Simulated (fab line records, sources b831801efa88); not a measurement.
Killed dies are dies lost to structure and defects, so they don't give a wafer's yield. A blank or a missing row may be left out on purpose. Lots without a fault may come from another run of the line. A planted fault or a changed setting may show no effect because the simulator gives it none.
Split-lot experiment | flow sfq_line | 5 lots, 27 wafers read, on a route of 325 steps

THE SPLIT
At SFQ_TRILAYER_I7_VIA_BARC_OPEN_VIA_ETCH_260 (etches BARC in O2, target depth 125 nm, time 41.7 s), the setting time_s was moved away from the recipe's 41.7 s on 6 of the 27 wafers read, by -30.2% to -20.3%. The other wafers ran this setting at the recipe's value.

The reading is taken at the split's own step.

THE READING
oes_product_au, in a.u., at SFQ_TRILAYER_I7_VIA_BARC_OPEN_VIA_ETCH_260 (etches BARC in O2, target depth 125 nm, time 41.7 s). Fault-free wafers of this fab line usually give 0.685 a.u., standard deviation 0.0045 a.u..

wafer  | tool, chamber at the split | time_s as run, s | against the recipe | oes_product_au, a.u. | against lot-mates on the recipe
L075.1 | rie_diel-03, 0             | 33.25            | -20.3%             | 0.765                | +0.082
L075.2 | rie_diel-03, 3             | 41.7             | recipe             | 0.682                | -
L075.3 | rie_diel-03, 3             | 41.7             | recipe             | 0.685                | -
L075.4 | rie_diel-03, 0             | 41.7             | recipe             | 0.682                | -
L075.5 | rie_diel-03, 3             | 33.25            | -20.3%             | 0.763                | +0.080
L075.6 | rie_diel-03, 0             | 33.25            | -20.3%             | 0.761                | +0.078
L076.3 | rie_diel-02, 0             | 41.7             | recipe             | 0.684                | -
L076.4 | rie_diel-02, 3             | 41.7             | recipe             | 0.681                | -
L076.5 | rie_diel-02, 2             | 41.7             | recipe             | 0.689                | -
L078.1 | rie_diel-02, 1             | 41.7             | recipe             | 0.685                | -
L078.2 | rie_diel-02, 0             | 41.7             | recipe             | 0.681                | -
L078.3 | rie_diel-02, 3             | 41.7             | recipe             | 0.676                | -
L078.4 | rie_diel-02, 2             | 41.7             | recipe             | 0.681                | -
L078.5 | rie_diel-02, 2             | 41.7             | recipe             | 0.687                | -
L078.6 | rie_diel-02, 3             | 41.7             | recipe             | 0.682                | -
L080.1 | rie_diel-03, 2             | 41.7             | recipe             | 0.687                | -
L080.2 | rie_diel-03, 1             | 41.7             | recipe             | 0.685                | -
L080.3 | rie_diel-03, 3             | 41.7             | recipe             | 0.693                | -
L080.4 | rie_diel-03, 0             | 41.7             | recipe             | 0.684                | -
L080.5 | rie_diel-03, 2             | 41.7             | recipe             | 0.685                | -
L080.6 | rie_diel-03, 1             | 41.7             | recipe             | 0.689                | -
L084.1 | rie_diel-01, 2             | 29.09            | -30.2%             | 0.809                | +0.124
L084.2 | rie_diel-01, 0             | 29.09            | -30.2%             | 0.815                | +0.130
L084.3 | rie_diel-01, 1             | 41.7             | recipe             | 0.685                | -
L084.4 | rie_diel-01, 3             | 41.7             | recipe             | 0.685                | -
L084.5 | rie_diel-01, 0             | 29.09            | -30.2%             | 0.816                | +0.131
L084.6 | rie_diel-01, 3             | 41.7             | recipe             | 0.684                | -

THE FIT
A straight line over all 27 wafers: oes_product_au changes by -0.00415 a.u. for each +1% of time_s; r = -1.00; the points scatter about the line by 0.0041 a.u..
The same after taking each lot's own level away (the mean of its wafers on the recipe; 27 wafers): -0.00417 a.u. for each +1%; r = -1.00; scatter 0.0034 a.u..
On that fit, the largest move of time_s shifts the reading by 0.13 a.u..
The lots' own levels span 0.6820 to 0.6872 a.u., that is 1.1 times the standard deviation above.
So the lot-to-lot level changes the slope little: the two slopes agree.
Check: with one of the wafers moved furthest among these (-30.2%) left out of the fit, the line predicts +0.126 a.u. for it against its lot-mates. It came out at +0.124 a.u. against them.
Tool readings at the split's step, against how far the setting was moved: oes_product_au r = -1.00.

OTHER SPLITS ON THESE WAFERS
These wafers also went through other splits before the reading. Each is held against what the fit with the lots' levels taken away leaves over:
other split on the same wafers                    | wafers away from the commonest value | r with oes_product_au (lot level and that fit taken away)
SFQ_TRILAYER_I3_VIA_BARC_OPEN_VIA_ETCH_121 time_s | 9                                    | -0.02
SFQ_TRILAYER_JJ_TRILAYER_DEP_SPUTTER_112 time_s   | 12                                   | +0.21
SFQ_TRILAYER_M5_BARC_OPEN_METAL_ETCH_161 time_s   | 12                                   | +0.39
SFQ_TRILAYER_R5_BARC_OPEN_METAL_ETCH_177 time_s   | 9                                    | +0.08
SFQ_TRILAYER_M6_BARC_OPEN_METAL_ETCH_206 time_s   | 9                                    | -0.14
SFQ_TRILAYER_M7_DEP_SPUTTER_175 time_s            | 12                                   | +0.26

THE WHOLE CHAIN: every reading that the file lists as answering this split, in the file's order
step                                       | what it does                                          | reading                                                                                       | change (the file's fit)                   | r (the file's)
SFQ_TRILAYER_I7_VIA_BARC_OPEN_VIA_ETCH_260 | etches BARC in O2, target depth 125 nm, time 41.7 s   | oes_product_au                                                                                | -0.00415 a.u. for each +1% of the setting | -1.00
SFQ_TRILAYER_I7_VIA_BARC_OPEN_VIA_ETCH_260 | etches BARC in O2, target depth 125 nm, time 41.7 s   | KrF_of_TRILAYER_I7_VIA_LITHO_COAT_187.thk_nm (the simulator's own value, which no gauge read) | -0.506 nm for each +1% of the setting     | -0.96
SFQ_TRILAYER_I7_VIA_ETCH_VIA_ETCH_190      | etches SiO2 in CHF3, stops on Nb, target depth 260 nm | KrF_of_TRILAYER_I7_VIA_LITHO_COAT_187.thk_nm (the simulator's own value, which no gauge read) | -0.527 nm for each +1% of the setting     | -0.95

THE FILE'S OWN FIT
oes_product_au changes by -0.00415 a.u. for each +1% of time_s, r = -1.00.
